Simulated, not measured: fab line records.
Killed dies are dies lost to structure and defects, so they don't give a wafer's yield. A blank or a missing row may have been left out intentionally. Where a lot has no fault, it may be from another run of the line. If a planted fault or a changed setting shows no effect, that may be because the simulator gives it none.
The tool behind it: which one? -- flow gf180mcu -- 39 wafers from 13 lots sampled at 5 of the route's 602 steps

== WHAT THE GAUGES SHOWED, per wafer ==
GF_M2_RS_MEAS_05: a four-point-probe measurement.
lot,measured,on,M2_ALCU_RS (ohm/sq)
L461,day 18 08:01,film-metro-02,0.0689 0.0686 0.0687
L465,day 20 00:31,film-metro-03,0.0698 0.0694 0.0689
L466,day 20 16:35,film-metro-01,0.0691 0.0686 0.0691
L467,day 20 19:29,film-metro-02,0.0698 0.0703 0.0707
L468,day 21 17:52,film-metro-02,0.0697 0.0700 0.0698
L469,day 22 00:01,film-metro-01,0.0706 0.0705 0.0701
L471,day 22 12:18,film-metro-03,0.0693 0.0701 0.0692
L474,day 23 13:35,film-metro-01,0.0698 0.0693 0.0697
L477,day 24 11:58,film-metro-03,0.0687 0.0689 0.0691
L480,day 25 09:28,film-metro-03,0.0699 0.0695 0.0696
L482,day 26 04:06,film-metro-01,0.0697 0.0694 0.0695
L483,day 26 06:07,film-metro-01,0.0689 0.0686 0.0691
L484,day 26 12:05,film-metro-03,0.0691 0.0685 0.0694

GF_M2_THK_MEAS_06: measures by xrf.
lot,measured,on,M2_ALCU_THK (nm)
L461,day 18 08:08,film-metro-02,454 455 455
L465,day 20 00:38,film-metro-03,453 456 461
L466,day 20 16:41,film-metro-01,454 458 454
L467,day 20 19:37,film-metro-02,446 444 441
L468,day 21 17:59,film-metro-02,448 449 452
L469,day 22 00:07,film-metro-01,442 444 449
L471,day 22 12:23,film-metro-03,455 453 456
L474,day 23 13:43,film-metro-01,452 452 453
L477,day 24 12:05,film-metro-03,463 461 460
L480,day 25 09:34,film-metro-03,453 454 456
L482,day 26 04:13,film-metro-01,453 454 454
L483,day 26 06:13,film-metro-01,458 462 458
L484,day 26 12:11,film-metro-03,456 458 455

GF_M3_RS_MEAS_05: a four-point-probe measurement.
lot,measured,on,M3_ALCU_RS (ohm/sq)
L461,day 20 12:26,film-metro-03,0.0687 0.0692 0.0681
L465,day 22 04:18,film-metro-02,0.0704 0.0686 0.0691
L466,day 22 19:46,film-metro-04,0.0686 0.0705 0.0700
L467,day 22 22:35,film-metro-03,0.0689 0.0675 0.0691
L468,day 23 19:19,film-metro-03,0.0687 0.0676 0.0692
L469,day 24 01:26,film-metro-04,0.0706 0.0710 0.0706
L471,day 24 13:46,film-metro-02,0.0701 0.0687 0.0703
L474,day 25 13:16,film-metro-03,0.0692 0.0701 0.0694
L477,day 26 10:26,film-metro-03,0.0690 0.0671 0.0692
L480,day 27 06:38,film-metro-04,0.0689 0.0692 0.0709
L482,day 27 23:48,film-metro-02,0.0701 0.0706 0.0705
L483,day 28 02:14,film-metro-02,0.0702 0.0709 0.0707
L484,day 28 07:20,film-metro-03,0.0691 0.0704 0.0705

== TOOL THAT RAN EACH LOT (tool first, then ch and the chambers of the sampled wafers, then the start) ==
lot,GF_NWELL_COAT_02,GF_NWELL_STRIP_10
L461,"litho-track-03 ch 0, day 2 23:30","plasma-asher-03 ch 0,1, day 3 06:37"
L465,"litho-track-04 ch 0, day 3 22:32","plasma-asher-01 ch 0,1, day 4 05:52"
L466,"litho-track-04 ch 0, day 4 03:26","plasma-asher-01 ch 0,1, day 4 11:47"
L467,"litho-track-04 ch 0, day 4 08:05","plasma-asher-01 ch 0,1, day 4 15:25"
L468,"litho-track-01 ch 0, day 4 18:38","plasma-asher-01 ch 0,1, day 5 02:37"
L469,"litho-track-01 ch 0, day 4 23:22","plasma-asher-03 ch 0,1, day 5 07:09"
L471,"litho-track-04 ch 0, day 5 05:52","plasma-asher-01 ch 0,1, day 5 13:33"
L474,"litho-track-04 ch 0, day 5 23:38","plasma-asher-03 ch 0,1, day 6 07:37"
L477,"litho-track-03 ch 0, day 6 15:37","plasma-asher-04 ch 0,1, day 7 00:28"
L480,"litho-track-01 ch 0, day 7 08:31","plasma-asher-01 ch 0,1, day 7 16:38"
L482,"litho-track-03 ch 0, day 7 17:59","plasma-asher-01 ch 0,1, day 8 03:28"
L483,"litho-track-01 ch 0, day 8 01:58","plasma-asher-01 ch 0,1, day 8 10:37"
L484,"litho-track-04 ch 0, day 8 05:58","plasma-asher-03 ch 0,1, day 8 15:01"
- GF_NWELL_COAT_02: resist thk 3000 nm.
- GF_NWELL_STRIP_10: strips in O2/N2.

== WHAT THE TOOLS THEMSELVES READ (means of the sampled wafers that have a number; where no wafer has one, the mark that the record gives instead) ==
GF_NWELL_COAT_02.
lot,tool,resist-line-temp-C (C)
L461,litho-track-03,22.95
L465,litho-track-04,23.01
L466,litho-track-04,23.12
L467,litho-track-04,22.85
L468,litho-track-01,22.99
L469,litho-track-01,23.03
L471,litho-track-04,23.22
L474,litho-track-04,23.06
L477,litho-track-03,23.01
L480,litho-track-01,23.04
L482,litho-track-03,23.01
L483,litho-track-01,23.16
L484,litho-track-04,22.96

GF_NWELL_STRIP_10.
lot,tool,drypump-motor-current-A (A),heater-power-w (W),oes-product-au (a.u.),strip-time-to-endpoint-s (s)
L461,plasma-asher-03,6.4,349,0.723,36.86
L465,plasma-asher-01,5.8,375,0.718,36.86
L466,plasma-asher-01,5.8,370,0.721,36.93
L467,plasma-asher-01,5.7,370,0.715,23.96
L468,plasma-asher-01,5.8,375,0.723,36.91
L469,plasma-asher-03,6.4,346,0.717,36.93
L471,plasma-asher-01,5.8,375,0.718,24.00
L474,plasma-asher-03,6.4,366,0.723,24.00
L477,plasma-asher-04,5.2,301,0.728,37.03
L480,plasma-asher-01,5.8,366,0.720,36.95
L482,plasma-asher-01,5.7,378,0.721,37.12
L483,plasma-asher-01,5.7,374,0.723,37.05
L484,plasma-asher-03,6.4,349,0.724,36.91

== THE ANSWER, worked out from the rows above alone ==
Rule: what is usual is taken from the lots themselves. Put in order of their means at a reading, lots are off if they are a third of the lots or fewer, leave a main group of 4 or more, and stand apart from it by a gap of 3 or more times the standard deviation of the main group's means; of several such gaps the widest counts. The tables above print the reading to a certain number of digits; a main group whose means all agree to those digits is not used. A lot without any number at a reading at which 4 lots or more have one is off too. The other lots that the step has rows for count as sound. After the gauges, taken in route order, come the tools' own readings; for these a lot's mean is taken, as printed above. At the first step where some lot is off, the reading lying furthest off is the one used; lots without a number count as furthest.
Off, at GF_NWELL_STRIP_10 on strip-time-to-endpoint-s: L467, L471, L474. The main group: mean 36.95 s, standard deviation 0.081.
A tool fits if, at that step or a process step before it, it ran every lot that is off, and no sound lot after the first of them. None of those tried fits.

== WHAT WAS PUT IN BY THE SIMULATOR ==
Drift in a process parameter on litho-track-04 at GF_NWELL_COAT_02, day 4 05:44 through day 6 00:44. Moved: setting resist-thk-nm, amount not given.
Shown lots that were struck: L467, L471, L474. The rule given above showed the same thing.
